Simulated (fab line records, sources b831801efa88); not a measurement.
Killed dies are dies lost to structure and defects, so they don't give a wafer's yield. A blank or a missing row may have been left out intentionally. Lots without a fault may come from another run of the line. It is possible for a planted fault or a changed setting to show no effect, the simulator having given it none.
Comparing a struck lot with a sound one ; flow sky130 ; 44 steps out of a route of 708
Sound: wafers L145.4, L145.5, L145.6. Wafers L153.1, L153.2, L153.4 were the ones struck. At the end, the cause is stated.
For every step that has rows: the tool of each side, followed by ch and its chambers, followed by its first start. Under that, the readings that differ: sound wafers ; struck wafers ; difference of the means ; sigmas: that difference in standard deviations of wafers without a fault.
alike: readings whose means differ by less than 2 such deviations, and words and numbers that are the same on both sides. not compared: withheld readings, readings that some wafer has no value for, bounds like >300 that may hide the same value, and numbers for which the record gives no deviation and whose values overlap.
A row with sigmas, a row that says differs or no value, or rows on one side alone: a step with any of these is where the two part. Non-overlapping numbers with no deviation appear without sigmas and do not part them. A reading missing from all wafers of one side parts the sides only when that side holds two or more wafers.

first, 2 steps without rows for these wafers: SKY_DNWELL_DEVELOP_06 (develop time 60 s); SKY_DNWELL_IMPLANT_07.
SKY_DNWELL_STRIP_08: strips in O2/N2.
  sound on plasma_asher-04 ch 0,1, day 4 03:45; struck on plasma_asher-02 ch 0,1, day 5 22:01
  alike: drypump_motor_current_A, oes_product_au, strip_time_to_endpoint_s
  not compared: rf_hours_counter_h
SKY_DNWELL_TW_MEAS_09:
  sound on film_metro-03, day 4 03:50; struck on film_metro-03, day 5 22:07
  alike: DNWELL_TW
then, 7 steps without rows for these wafers: SKY_PWDE_DEHYDRATE_00 (time 60 s); SKY_PWDE_HMDS_01 (prime time 60 s); SKY_PWDE_COAT_02 (resist thk 3000 nm); SKY_PWDE_SOFTBAKE_03; SKY_PWDE_EXPOSE_04 (exposes mask PWDEM, target cd 840 nm); SKY_PWDE_PEB_05; SKY_PWDE_DEVELOP_06 (develop time 60 s).
SKY_PWDE_OVL_MEAS_07:
  sound on overlay-01, day 4 20:57; struck on overlay-02, day 6 17:05
  alike: PWDE_OVL
SKY_PWDE_IMPLANT_08:
  sound on implanter-04 ch 0, day 4 21:02; struck on implanter-04 ch 0, day 6 17:07
reading;sound;struck;difference;sigmas
dose_ions_cm2;3.599e+12 3.602e+12 3.601e+12;3.491e+12 3.496e+12 3.497e+12;-1.060e+11;-29
SKY_PWDE_STRIP_09: strips in O2/N2.
  sound on plasma_asher-02 ch 0,1, day 4 21:09; struck on plasma_asher-01 ch 0,1, day 6 17:16
  alike: drypump_motor_current_A, oes_product_au, strip_time_to_endpoint_s
  not compared: rf_hours_counter_h
SKY_PWDE_TW_MEAS_10:
  sound on film_metro-02, day 4 21:15; struck on film_metro-03, day 6 17:22
reading;sound;struck;difference;sigmas
PWDE_TW;375.9 377.9 378.3;369.8 373.0 372.7;-5.5;-2
then, 7 steps without rows for these wafers: SKY_NWELL_DEHYDRATE_03 (time 60 s); SKY_NWELL_HMDS_04 (prime time 60 s); SKY_NWELL_COAT_05 (resist thk 3000 nm); SKY_NWELL_SOFTBAKE_06; SKY_NWELL_EXPOSE_07 (exposes mask NWM, target cd 840 nm); SKY_NWELL_PEB_08; SKY_NWELL_DEVELOP_09 (develop time 60 s).
SKY_NWELL_OVL_MEAS_10:
  sound on overlay-01, day 5 14:49; struck on overlay-01, day 7 12:57
  alike: NWELL_00_OVL
then, 3 steps without rows for these wafers: SKY_NWELL_IMPLANT_11; SKY_NWELL_IMPLANT_12; SKY_NWELL_IMPLANT_13.
SKY_NWELL_STRIP_14: strips in O2/N2.
  sound on plasma_asher-03 ch 0,1, day 5 15:19; struck on plasma_asher-01 ch 0,1, day 7 13:26
  alike: drypump_motor_current_A, oes_product_au, strip_time_to_endpoint_s
  not compared: rf_hours_counter_h
SKY_NWELL_TW_MEAS_15:
  sound on film_metro-04, day 5 15:25; struck on film_metro-04, day 7 13:37
reading;sound;struck;difference;sigmas
NWELL_TW;1813 1827 1821;1792 1800 1791;-26;-2
then, 7 steps without rows for these wafers: SKY_NWELL_DEHYDRATE_16 (time 60 s); SKY_NWELL_HMDS_17 (prime time 60 s); SKY_NWELL_COAT_18 (resist thk 3000 nm); SKY_NWELL_SOFTBAKE_19; SKY_NWELL_EXPOSE_20 (exposes mask NWM COMPLEMENT, target cd 840 nm); SKY_NWELL_PEB_21; SKY_NWELL_DEVELOP_22 (develop time 60 s).
SKY_NWELL_OVL_MEAS_23:
  sound on overlay-01, day 6 09:54; struck on overlay-02, day 8 09:47
  alike: NWELL_01_OVL
following that, these wafers have no rows for 1 step: SKY_NWELL_IMPLANT_24.
SKY_NWELL_STRIP_25: strips in O2/N2.
  sound on plasma_asher-01 ch 0,1, day 6 10:06; struck on plasma_asher-01 ch 0,1, day 8 09:58
  alike: drypump_motor_current_A, oes_product_au, strip_time_to_endpoint_s
  not compared: rf_hours_counter_h
SKY_NWELL_TW_MEAS_26:
  sound on film_metro-02, day 6 10:12; struck on film_metro-04, day 8 10:04
reading;sound;struck;difference;sigmas
NWELL_2_TW;502 504 498;494 491 494;-8;-3
then, 1 step without rows for these wafers: SKY_NWELL_CLEAN_27 (cleans in SC1/SC2, time 157.2 s).
SKY_NWELL_RTA_28: time 30 s.
  sound on rtp_anneal-01 ch 0, day 6 10:20; struck on rtp_anneal-02 ch 0, day 8 10:11
  alike: anneal_temp_c_max, lamp_power_pct, wafer_temp_C_max
SKY_NWELL_RS_MEAS_29: measures by four-point-probe.
  sound on film_metro-04, day 6 10:26; struck on film_metro-03, day 8 10:23
  alike: NWELL_RS
SKY_NWELL_RS_MEAS_31: measures by four-point-probe.
  sound on film_metro-04, day 6 10:41; struck on film_metro-03, day 8 10:37
reading;sound;struck;difference;sigmas
PWDE_RS (ohm/sq);5255 5228 5229;5412 5398 5393;+164;+9
-- the record jumps here: 40 days lie between the struck wafers' starts before and after (it left off in module NWELL and takes up again in module PAD_OPEN, whose first step shown is number 708 of the route) --
SKY_PAD_OPEN_PROBE_99:
  sound on prober-02, day 46 20:06; struck on prober-02, day 48 18:07
reading;sound;struck;difference;sigmas
model.etest.res_pwde_under_gate.rs_ohm_sq;6194 6136 6193;6334 6294 6349;+151;
  alike: killed_at_M0_to_M3, killed_at_M4_up, killed_at_contacts, killed_at_front_end, killed_at_other, killed_dies, killed_on_rim, killed_open, killed_short

== WHERE THEY PART ==
At SKY_PWDE_IMPLANT_08 first; at SKY_NWELL_RS_MEAS_31 last (within this record only). Later steps at which nothing parts them and some readings are alike: SKY_PAD_OPEN_PROBE_99.

WHY: what had been put in by the simulator
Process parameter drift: implanter-04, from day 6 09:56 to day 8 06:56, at SKY_PWDE_IMPLANT_08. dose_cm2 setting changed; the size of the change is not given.
